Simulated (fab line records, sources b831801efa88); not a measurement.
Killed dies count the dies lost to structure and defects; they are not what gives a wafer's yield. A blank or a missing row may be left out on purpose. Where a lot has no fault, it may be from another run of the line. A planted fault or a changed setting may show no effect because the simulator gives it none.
What tool caused it? | flow sky130 | 11 lots, 31 wafers sampled, at 4 steps of a route of 708

## WHAT THE GAUGES READ, wafer by wafer
SKY_PWDE_TW_MEAS_10.
lot  | measured    | on           | PWDE_TW
L279 | day 4 14:56 | filmMetro-02 | 369.1 369.6 366.2
L281 | day 4 20:27 | filmMetro-02 | 370.4 370.9 370.4
L280 | day 4 20:07 | filmMetro-03 | 370.0 369.9 370.6
L282 | day 5 07:49 | filmMetro-04 | 373.0 372.8 371.9
L283 | day 5 16:05 | filmMetro-02 | 371.4 370.7 371.8
L284 | day 5 16:11 | filmMetro-04 | 415.1 372.9
L287 | day 6 11:11 | filmMetro-03 | 420.8 377.8
L295 | day 8 05:11 | filmMetro-02 | 371.8 371.7 373.2
L296 | day 8 14:44 | filmMetro-02 | 370.2 371.9 372.8
L297 | day 8 18:32 | filmMetro-02 | 370.1 370.3 371.8
L299 | day 9 02:18 | filmMetro-03 | 377.1 376.6 376.4

## WHICH TOOL RAN EACH LOT (tool, then ch and the chambers of the sampled wafers, then the start)
lot  | SKY_FIELD_ISO_ETCH_15            | SKY_FIELD_ISO_CMP_27         | SKY_PWDE_IMPLANT_08
L279 | rieDiel-03 ch 0,1,2, day 2 20:36 | cmp-02 ch 0,1,2, day 3 02:44 | implanter-03 ch 0, day 4 14:41
L281 | rieDiel-02 ch 0,2, day 3 04:30   | cmp-02 ch 0,1,3, day 3 08:02 | implanter-03 ch 0, day 4 20:12
L280 | rieDiel-04 ch 2,3, day 3 04:40   | cmp-01 ch 0,1,2, day 3 08:41 | implanter-01 ch 0, day 4 19:54
L282 | rieDiel-04 ch 0,3, day 3 12:42   | cmp-01 ch 1,3, day 3 16:29   | implanter-01 ch 0, day 5 07:34
L283 | rieDiel-03 ch 0,2,3, day 3 20:22 | cmp-02 ch 0,1,2, day 4 01:08 | implanter-03 ch 0, day 5 15:50
L284 | rieDiel-04 ch 1,3, day 3 23:07   | cmp-01 ch 1,3, day 4 02:57   | implanter-01 ch 0, day 5 15:53
L287 | rieDiel-04 ch 1,2, day 4 15:04   | cmp-01 ch 0,1, day 4 19:26   | implanter-01 ch 0, day 6 10:56
L295 | rieDiel-04 ch 1,2,3, day 6 06:33 | cmp-01 ch 1,2,3, day 6 11:16 | implanter-04 ch 0, day 8 04:58
L296 | rieDiel-02 ch 0,1, day 6 12:40   | cmp-01 ch 0,1,3, day 6 18:35 | implanter-01 ch 0, day 8 14:31
L297 | rieDiel-02 ch 0,1,3, day 6 20:07 | cmp-02 ch 0,1,2, day 6 23:35 | implanter-03 ch 0, day 8 18:18
L299 | rieDiel-04 ch 0,3, day 7 03:10   | cmp-02 ch 1,3, day 7 06:47   | implanter-01 ch 0, day 9 02:03
- SKY_FIELD_ISO_ETCH_15: etches the open film in CHF3/O2, stops on Si, target depth 180 nm, time 72 s.
- SKY_FIELD_ISO_CMP_27: polishes, stops on Si3N4, t overpolish 16 s, target thk 457.8 nm.
- SKY_PWDE_IMPLANT_08

## THE ANSWER, worked out from the rows above alone
Rule: the usual values come from the lots themselves. Put in order of their means at a reading, lots are off if they are a third of the lots or fewer, leave a main group of 4 or more, and stand apart from it by a gap of 3 or more times the standard deviation of the main group's means; of several such gaps the widest counts. Not used: any main group whose means are identical at the precision the tables above print for the reading. Also off: a lot with no number at a reading for which 4 or more lots have one. The other lots that the step has rows for count as sound.
Off: at SKY_PWDE_TW_MEAS_10 (PWDE_TW), L284, L287. The main group has a mean of 371.6 with a standard deviation of 2.2.
If a tool, at a process step before that reading, ran all the lots that are off and no sound lot after the first of them, it fits. Those tools and the gauges at SKY_PWDE_TW_MEAS_10 are tried in the same way. No candidate that was tried fits.

## WHAT THE SIMULATOR PUT IN
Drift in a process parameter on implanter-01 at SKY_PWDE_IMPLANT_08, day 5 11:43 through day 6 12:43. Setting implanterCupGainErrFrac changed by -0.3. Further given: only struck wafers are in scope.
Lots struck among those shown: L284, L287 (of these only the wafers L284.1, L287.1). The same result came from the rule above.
